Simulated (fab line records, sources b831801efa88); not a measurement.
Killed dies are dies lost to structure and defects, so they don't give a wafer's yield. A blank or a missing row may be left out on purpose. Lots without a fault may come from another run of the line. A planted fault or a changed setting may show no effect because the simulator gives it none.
Which tool did it? | flow sky130 | 14 lots, 42 wafers sampled, at 2 steps of a route of 708

WHAT THE GAUGES READ, wafer by wafer
The record holds no reading of a measuring or inspecting step that can be judged against a usual standard deviation.

WHICH TOOL RAN EACH LOT (tool, then ch and the chambers of the sampled wafers, then the start)
lot  | SKY_LDD_P_IMPLANT_09            | SKY_PAD_OPEN_PROBE_99
L600 | implanter-03 ch 0, day 19 08:10 | -
L601 | implanter-02 ch 0, day 19 18:37 | -
L602 | implanter-02 ch 0, day 20 01:28 | -
L603 | implanter-01 ch 0, day 21 08:57 | -
L604 | implanter-03 ch 0, day 21 20:07 | -
L605 | implanter-02 ch 0, day 22 12:52 | -
L606 | implanter-02 ch 0, day 22 14:26 | -
L607 | implanter-03 ch 0, day 22 19:31 | -
L610 | implanter-03 ch 0, day 23 11:48 | prober-01, day 48 16:29
L609 | implanter-02 ch 0, day 23 12:37 | -
L613 | implanter-03 ch 0, day 24 13:13 | prober-02, day 49 10:47
L614 | implanter-03 ch 0, day 24 15:16 | -
L617 | implanter-02 ch 0, day 25 13:24 | -
L622 | implanter-01 ch 0, day 27 10:52 | prober-01, day 50 23:32
- SKY_LDD_P_IMPLANT_09
- SKY_PAD_OPEN_PROBE_99

WHAT THE TOOLS THEMSELVES READ (means of the sampled wafers that have a number; where no wafer has one, the mark that the record gives instead)
SKY_LDD_P_IMPLANT_09. Usual: dose_ions_cm2 1.0001e+13, standard deviation 1.1e+10; faraday_current_uA 56.3, standard deviation 1.2.
lot  | tool         | dose_ions_cm2 | faraday_current_uA | flag
L600 | implanter-03 | 9.9993e+12    | 56.7               |
L601 | implanter-02 | 9.9977e+12    | 55.4               |
L602 | implanter-02 | 9.9907e+12    | 56.7               |
L603 | implanter-01 | 1.0001e+13    | 56.9               |
L604 | implanter-03 | 9.9960e+12    | 56.7               |
L605 | implanter-02 | 1.0004e+13    | 55.6               |
L606 | implanter-02 | 1.0003e+13    | 57.4               |
L607 | implanter-03 | 1.0005e+13    | 57.2               |
L610 | implanter-03 | 9.9997e+12    | 56.6               |
L609 | implanter-02 | 1.0015e+13    | 55.5               |
L613 | implanter-03 | 9.1143e+12    | 52.0               | OFF
L614 | implanter-03 | 9.1170e+12    | 51.1               | OFF
L617 | implanter-02 | 9.9993e+12    | 56.3               |
L622 | implanter-01 | 1.0008e+13    | 57.0               |

SKY_PAD_OPEN_PROBE_99. Usual: killed_at_M0_to_M3 43, standard deviation 6.8; killed_at_M4_up 3.0, standard deviation 1.8; killed_at_contacts 23, standard deviation 5.4; killed_at_front_end 15, standard deviation 4.4; killed_at_other 0.3, standard deviation 0.51; killed_dies 85, standard deviation 9.2; killed_open 47, standard deviation 6.8; killed_short 39, standard deviation 6.8.
lot  | tool      | killed_at_M0_to_M3 | killed_at_M4_up | killed_at_contacts | killed_at_front_end | killed_at_other | killed_dies | killed_open | killed_short | flag
L610 | prober-01 | 44                 | 3.7             | 20                 | 16                  | 0.3             | 84          | 46          | 38           |
L613 | prober-02 | 41                 | 2.7             | 24                 | 17                  | 0.7             | 85          | 50          | 36           |
L622 | prober-01 | 53                 | 3.0             | 27                 | 14                  | 0.0             | 98          | 54          | 44           |

THE ANSWER, worked out from the rows above alone
Rule: a lot is off if the mean of its wafers that have a number lies more than 3 standard deviations from the usual mean. A lot without any number at a reading at which 4 lots or more have one is off too. The other lots that the step has rows for count as sound. The gauges are gone through in route order, then the tools' own readings, and for those a lot's mean is taken as printed above. The first step at which some lot is off is used, and at that step the reading that is off furthest; a lot without a number counts as furthest.
Off: L613, L614, at SKY_LDD_P_IMPLANT_09 (dose_ions_cm2).
A tool fits if, at that step or a process step before it, it ran every lot that is off, and no sound lot after the first of them. One fits: implanter-03 at SKY_LDD_P_IMPLANT_09. Its last sound lot is L610 (day 23 11:48), its first lot that is off L613 (day 24 13:13): a fault that began between those two fits.
The tool's own readings at SKY_LDD_P_IMPLANT_09 bear it out: on the lots that are off they differ by more than 5 times the standard deviation of the sound lots' means. dose_ions_cm2 reads 9.1156e+12 there against 1.0002e+13 on the sound lots; faraday_current_uA reads 51.5 there against 56.5 on the sound lots.

WHAT THE SIMULATOR HAD PUT IN
Process parameter drift: implanter-03, from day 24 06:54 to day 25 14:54, at SKY_LDD_P_IMPLANT_09. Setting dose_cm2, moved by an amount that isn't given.
Lots struck among those shown: L613, L614. The rule above found the same.
